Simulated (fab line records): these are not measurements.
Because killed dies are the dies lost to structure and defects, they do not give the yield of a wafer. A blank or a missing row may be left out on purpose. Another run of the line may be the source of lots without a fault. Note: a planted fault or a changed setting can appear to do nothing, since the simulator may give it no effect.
Which tool is to blame? -- flow gf180mcu -- 11 lots with 33 wafers sampled at 5 steps, on a route of 602 steps

== WHAT THE GAUGES SHOWED, per wafer ==
GF_POLY_GATE_THK_MEAS_01. Usual: for POLY_GATE_CVD_00_THK the level is 194.5 nm and the standard deviation is 1.4.
lot,measured,on,POLY_GATE_CVD_00_THK (nm),flag
L180,day 8 17:32,film metro-02,192.4 194.4 193.5,
L181,day 8 22:55,film metro-04,193.3 192.9 192.7,
L183,day 9 15:51,film metro-02,198.0 195.6 196.1,
L185,day 10 12:00,film metro-01,193.3 195.0 195.2,
L186,day 10 13:56,film metro-01,193.2 193.0 193.5,
L189,day 11 12:34,film metro-01,194.1 194.5 194.0,
L192,day 12 13:51,film metro-02,194.4 193.6 193.8,
L197,day 13 18:58,film metro-02,196.6 197.1 197.1,
L199,day 14 09:34,film metro-02,192.5 195.6 194.1,
L201,day 15 02:12,film metro-04,195.3 193.4 194.4,
L202,day 15 10:31,film metro-01,196.1 197.1 196.0,

GF_PSD_RS_MEAS_14: measures by four-point-probe. Usual: for NSD_RS the level is 46.11 ohm/sq and the standard deviation is 0.081.
lot,measured,on,NSD_RS (ohm/sq),flag
L180,day 14 13:56,film metro-01,45.98 45.99 45.97,
L181,day 14 21:51,film metro-01,45.93 46.07 46.04,
L183,day 15 15:40,film metro-01,46.19 46.14 46.14,
L185,day 16 15:53,film metro-03,46.14 46.01 46.03,
L186,day 16 17:52,film metro-03,46.13 46.19 46.24,
L189,day 18 00:37,film metro-04,47.02 47.03 46.90 46.94 47.00 47.00,OFF
L192,day 19 05:35,film metro-01,47.12 47.07 47.04 47.12 47.06 47.05,OFF
L197,day 20 16:59,film metro-03,46.12 46.13 46.09,
L199,day 21 12:31,film metro-03,46.00 46.01 45.99,
L201,day 22 04:10,film metro-03,46.24 46.16 46.17,
L202,day 22 14:21,film metro-04,46.19 46.08 46.09,

== TOOL THAT RAN EACH LOT (tool first, then ch and the chambers of the sampled wafers, then the start) ==
lot,GF_HV_LDD_STRIP_37,GF_NSD_IMPLANT_09,GF_NSD_STRIP_11
L180,"plasma asher-02 ch 0,1, day 11 20:47","implanter-02 ch 0, day 13 15:56","plasma asher-03 ch 0,1, day 13 16:14"
L181,"plasma asher-01 ch 0,1, day 12 03:20","implanter-01 ch 0, day 13 23:55","plasma asher-03 ch 0,1, day 14 00:13"
L183,"plasma asher-03 ch 0, day 12 21:32","implanter-01 ch 0, day 14 18:38","plasma asher-03 ch 0,1, day 14 18:55"
L185,"plasma asher-01 ch 0,1, day 13 19:38","implanter-01 ch 0, day 15 16:50","plasma asher-04 ch 0,1, day 15 17:08"
L186,"plasma asher-01 ch 0,1, day 13 21:04","implanter-02 ch 0, day 15 18:41","plasma asher-04 ch 0,1, day 15 18:59"
L189,"plasma asher-01 ch 0,1, day 15 01:43","implanter-02 ch 0, day 17 00:26","plasma asher-04 ch 0,1, day 17 00:43"
L192,"plasma asher-02 ch 0,1, day 16 03:37","implanter-02 ch 0, day 18 04:34","plasma asher-04 ch 0,1, day 18 04:52"
L197,"plasma asher-01 ch 0, day 17 12:59","implanter-03 ch 0, day 19 16:01","plasma asher-03 ch 1, day 19 16:19"
L199,"plasma asher-03 ch 1, day 18 07:01","implanter-01 ch 0, day 20 10:59","plasma asher-02 ch 0,1, day 20 11:16"
L201,"plasma asher-03 ch 0,1, day 18 23:43","implanter-03 ch 0, day 21 03:58","plasma asher-03 ch 0,1, day 21 04:14"
L202,"plasma asher-03 ch 0,1, day 19 09:29","implanter-02 ch 0, day 21 13:47","plasma asher-04 ch 0,1, day 21 14:04"
- GF_HV_LDD_STRIP_37: strips in O2/N2.
- GF_NSD_IMPLANT_09
- GF_NSD_STRIP_11: strips in O2/N2.

== AS READ BY THE TOOLS THEMSELVES (means over the sampled wafers that have a number; for cases with no such wafer, the mark the record gives instead) ==
GF_HV_LDD_STRIP_37. Usual: drypump motor current A 6.0 A, standard deviation 0.42; heater power w 319 W, standard deviation 45; oes product au 0.715 a.u., standard deviation 0.0043; strip time to endpoint s 12.78 s, standard deviation 0.034.
lot,tool,drypump motor current A (A),heater power w (W),oes product au (a.u.),strip time to endpoint s (s),flag
L180,plasma asher-02,5.9,310,0.716,12.72,
L181,plasma asher-01,5.9,316,0.716,12.73,
L183,plasma asher-03,6.1,248,0.718,12.78,
L185,plasma asher-01,5.9,311,0.715,12.80,
L186,plasma asher-01,5.6,319,0.711,12.79,
L189,plasma asher-01,5.6,320,0.718,12.78,
L192,plasma asher-02,5.9,327,0.714,12.81,
L197,plasma asher-01,5.4,322,0.716,12.79,
L199,plasma asher-03,6.7,404,0.716,12.76,
L201,plasma asher-03,6.3,300,0.717,12.77,
L202,plasma asher-03,6.5,349,0.717,12.76,

GF_NSD_IMPLANT_09. Usual: beam energy keV 60.003, standard deviation 0.019; beam on s 19.1 s, standard deviation 1.9.
lot,tool,beam energy keV,beam on s (s),flag
L180,implanter-02,59.994,17.8,
L181,implanter-01,59.992,17.7,
L183,implanter-01,60.006,18.2,
L185,implanter-01,59.999,18.1,
L186,implanter-02,60.027,18.0,
L189,implanter-02,56.795,17.6,OFF
L192,implanter-02,56.782,17.9,OFF
L197,implanter-03,60.015,22.5,
L199,implanter-01,59.991,18.0,
L201,implanter-03,60.007,22.4,
L202,implanter-02,59.988,17.7,

GF_NSD_STRIP_11. Usual: drypump motor current A 5.9 A, standard deviation 0.58; heater power w 325 W, standard deviation 39; oes product au 0.486 a.u., standard deviation 0.0046; strip time to endpoint s 22.95 s, standard deviation 0.037.
lot,tool,drypump motor current A (A),heater power w (W),oes product au (a.u.),strip time to endpoint s (s),flag
L180,plasma asher-03,6.5,354,0.489,22.92,
L181,plasma asher-03,6.5,351,0.487,22.96,
L183,plasma asher-03,6.3,302,0.485,23.00,
L185,plasma asher-04,5.8,330,0.485,22.93,
L186,plasma asher-04,5.5,322,0.482,22.95,
L189,plasma asher-04,5.9,328,0.491,22.54,OFF
L192,plasma asher-04,5.4,326,0.489,22.51,OFF
L197,plasma asher-03,6.7,403,0.488,22.95,
L199,plasma asher-02,5.9,319,0.488,22.87,
L201,plasma asher-03,6.5,349,0.484,23.00,
L202,plasma asher-04,5.8,328,0.487,22.99,

== THE ANSWER, worked out from the rows above alone ==
Rule: lot off if the mean of its wafers having a number is beyond 3 standard deviations from the usual mean. Also off: a lot with no number at a reading for which 4 or more lots have one. Any other lot the step has rows for is counted as sound. After the gauges, taken in route order, come the tools' own readings; for these a lot's mean is taken, as printed above. At the first step where some lot is off, the reading lying furthest off is the one used; lots without a number count as furthest.
Off: at GF_PSD_RS_MEAS_14 (NSD_RS), L189, L192.
A tool fits if, at a process step before that reading, it ran every lot that is off, and no sound lot after the first of them. Not tried: the gauges at GF_PSD_RS_MEAS_14; whatever is off there is also off at GF_NSD_IMPLANT_09, on other tools, and gauge error can't account for it. Of those tried, none fits.

== WHAT THE SIMULATOR PUT IN ==
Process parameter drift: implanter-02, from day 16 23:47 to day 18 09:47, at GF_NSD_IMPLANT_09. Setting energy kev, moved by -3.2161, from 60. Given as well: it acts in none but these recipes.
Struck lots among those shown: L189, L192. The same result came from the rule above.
